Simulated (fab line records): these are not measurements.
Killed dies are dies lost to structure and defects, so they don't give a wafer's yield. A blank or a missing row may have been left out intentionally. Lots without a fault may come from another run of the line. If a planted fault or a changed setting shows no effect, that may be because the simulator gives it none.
Split-lot experiment :: flow sky130 :: 23 wafers read across 5 lots, on a route 708 steps long

## SPLIT DETAILS
At SKY_METAL1_METAL_ETCH_19 (etches the open film in Cl2/BCl3, stops on SiO2, target depth 360 nm, time 78 s), the setting over etch frac was moved away from the recipe's 0.3 on 9 of the 23 wafers read, by -20.9% to +23.1%. This setting was run at the recipe's value on the other wafers.

Reading taken at the split's own step.

## THE READING
oes product au, in a.u., at SKY_METAL1_METAL_ETCH_19 (etches the open film in Cl2/BCl3, stops on SiO2, target depth 360 nm, time 78 s). A value of 0.857 a.u. with a standard deviation of 0.0074 a.u. is what fault-free wafers of this fab line usually give.

wafer: L074.1
tool, chamber at the split: rie metal-03, 0
over etch frac as run: 0.3467
against the recipe: +15.6%
oes product au, a.u.: 0.831
against lot-mates on the recipe: -0.030

wafer: L074.3
tool, chamber at the split: rie metal-03, 0
over etch frac as run: 0.3
against the recipe: recipe
oes product au, a.u.: 0.860
against lot-mates on the recipe: -

wafer: L074.4
tool, chamber at the split: rie metal-03, 0
over etch frac as run: 0.3
against the recipe: recipe
oes product au, a.u.: 0.859
against lot-mates on the recipe: -

wafer: L074.5
tool, chamber at the split: rie metal-03, 0
over etch frac as run: 0.3467
against the recipe: +15.6%
oes product au, a.u.: 0.847
against lot-mates on the recipe: -0.014

wafer: L074.6
tool, chamber at the split: rie metal-03, 0
over etch frac as run: 0.3
against the recipe: recipe
oes product au, a.u.: 0.864
against lot-mates on the recipe: -

wafer: L076.2
tool, chamber at the split: rie metal-02, 0
over etch frac as run: 0.3
against the recipe: recipe
oes product au, a.u.: 0.861
against lot-mates on the recipe: -

wafer: L076.4
tool, chamber at the split: rie metal-02, 0
over etch frac as run: 0.3
against the recipe: recipe
oes product au, a.u.: 0.859
against lot-mates on the recipe: -

wafer: L076.6
tool, chamber at the split: rie metal-02, 1
over etch frac as run: 0.3
against the recipe: recipe
oes product au, a.u.: 0.859
against lot-mates on the recipe: -

wafer: L077.1
tool, chamber at the split: rie metal-02, 1
over etch frac as run: 0.2372
against the recipe: -20.9%
oes product au, a.u.: 0.875
against lot-mates on the recipe: +0.024

wafer: L077.2
tool, chamber at the split: rie metal-02, 1
over etch frac as run: 0.2372
against the recipe: -20.9%
oes product au, a.u.: 0.885
against lot-mates on the recipe: +0.034

wafer: L077.3
tool, chamber at the split: rie metal-02, 1
over etch frac as run: 0.2372
against the recipe: -20.9%
oes product au, a.u.: 0.880
against lot-mates on the recipe: +0.029

wafer: L077.4
tool, chamber at the split: rie metal-02, 1
over etch frac as run: 0.3
against the recipe: recipe
oes product au, a.u.: 0.850
against lot-mates on the recipe: -

wafer: L077.6
tool, chamber at the split: rie metal-02, 1
over etch frac as run: 0.3
against the recipe: recipe
oes product au, a.u.: 0.853
against lot-mates on the recipe: -

wafer: L079.1
tool, chamber at the split: rie metal-03, 0
over etch frac as run: 0.3
against the recipe: recipe
oes product au, a.u.: 0.843
against lot-mates on the recipe: -

wafer: L079.2
tool, chamber at the split: rie metal-03, 1
over etch frac as run: 0.3
against the recipe: recipe
oes product au, a.u.: 0.848
against lot-mates on the recipe: -

wafer: L079.3
tool, chamber at the split: rie metal-03, 0
over etch frac as run: 0.3
against the recipe: recipe
oes product au, a.u.: 0.867
against lot-mates on the recipe: -

wafer: L079.4
tool, chamber at the split: rie metal-03, 1
over etch frac as run: 0.3694
against the recipe: +23.1%
oes product au, a.u.: 0.832
against lot-mates on the recipe: -0.021

wafer: L079.5
tool, chamber at the split: rie metal-03, 0
over etch frac as run: 0.3694
against the recipe: +23.1%
oes product au, a.u.: 0.828
against lot-mates on the recipe: -0.025

wafer: L084.2
tool, chamber at the split: rie metal-04, 0
over etch frac as run: 0.3487
against the recipe: +16.2%
oes product au, a.u.: 0.837
against lot-mates on the recipe: -0.022

wafer: L084.3
tool, chamber at the split: rie metal-04, 0
over etch frac as run: 0.3487
against the recipe: +16.2%
oes product au, a.u.: 0.847
against lot-mates on the recipe: -0.012

wafer: L084.4
tool, chamber at the split: rie metal-04, 1
over etch frac as run: 0.3
against the recipe: recipe
oes product au, a.u.: 0.864
against lot-mates on the recipe: -

wafer: L084.5
tool, chamber at the split: rie metal-04, 1
over etch frac as run: 0.3
against the recipe: recipe
oes product au, a.u.: 0.859
against lot-mates on the recipe: -

wafer: L084.6
tool, chamber at the split: rie metal-04, 0
over etch frac as run: 0.3
against the recipe: recipe
oes product au, a.u.: 0.855
against lot-mates on the recipe: -

THE FIT
A straight line over all 23 wafers: oes product au changes by -0.0011 a.u. for each +1% of over etch frac; r = -0.91; the points scatter about the line by 0.0063 a.u.
The same after taking each lot's own level away (the mean of its wafers on the recipe; 23 wafers): -0.00121 a.u. for each +1%; r = -0.93; scatter 0.0059 a.u.
The reading moves by 0.028 a.u. for the largest change in over etch frac, on that fit.
The lots' own levels span 0.8515 to 0.8610 a.u., that is 1.3 times the standard deviation above.
The two slopes agree, so the slope changes little with the lot-to-lot level.
Check: with one of the wafers moved furthest among these (+23.1%) left out of the fit, the line predicts -0.0287 a.u. for it against its lot-mates. Against them it came out at -0.0207 a.u.
Tool readings at the split's step, against how far the setting was moved: oes product au r = -0.91.

## OTHER SPLITS ON THESE WAFERS
These wafers also went through other splits before the reading. Each is held against what the fit with the lots' levels taken away leaves over:
other split on the same wafers: SKY_SD_P_COAT_02 resist thk nm
wafers away from the commonest value: 9
r with oes product au (lot level and that fit taken away): -0.17

other split on the same wafers: SKY_RES_XHIGH_COAT_02 resist thk nm
wafers away from the commonest value: 4
r with oes product au (lot level and that fit taken away): -0.22

other split on the same wafers: SKY_RES_XHIGH_EXPOSE_04 dose mj
wafers away from the commonest value: 4
r with oes product au (lot level and that fit taken away): -0.04

other split on the same wafers: SKY_SD_N_SOFTBAKE_03 temp c
wafers away from the commonest value: 12
r with oes product au (lot level and that fit taken away): +0.21

other split on the same wafers: SKY_SD_N_IMPLANT_10 energy kev
wafers away from the commonest value: 10
r with oes product au (lot level and that fit taken away): +0.05

other split on the same wafers: SKY_LI_CONTACT_HDPCVD_00 sih4 flow sccm
wafers away from the commonest value: 9
r with oes product au (lot level and that fit taken away): -0.03

other split on the same wafers: SKY_LI_CONTACT_CVD_21 temp c
wafers away from the commonest value: 9
r with oes product au (lot level and that fit taken away): -0.19

other split on the same wafers: SKY_LOCAL_INTERCONNECT_COAT_05 resist thk nm
wafers away from the commonest value: 11
r with oes product au (lot level and that fit taken away): -0.01

other split on the same wafers: SKY_LOCAL_INTERCONNECT_ETCH_13 pressure mtorr
wafers away from the commonest value: 15
r with oes product au (lot level and that fit taken away): -0.13

other split on the same wafers: SKY_METAL1_SPUTTER_01 power w
wafers away from the commonest value: 8
r with oes product au (lot level and that fit taken away): -0.03

## THE FILE'S OWN FIT
oes product au changes by -0.00118 a.u. for each +1% of over etch frac, r = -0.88.
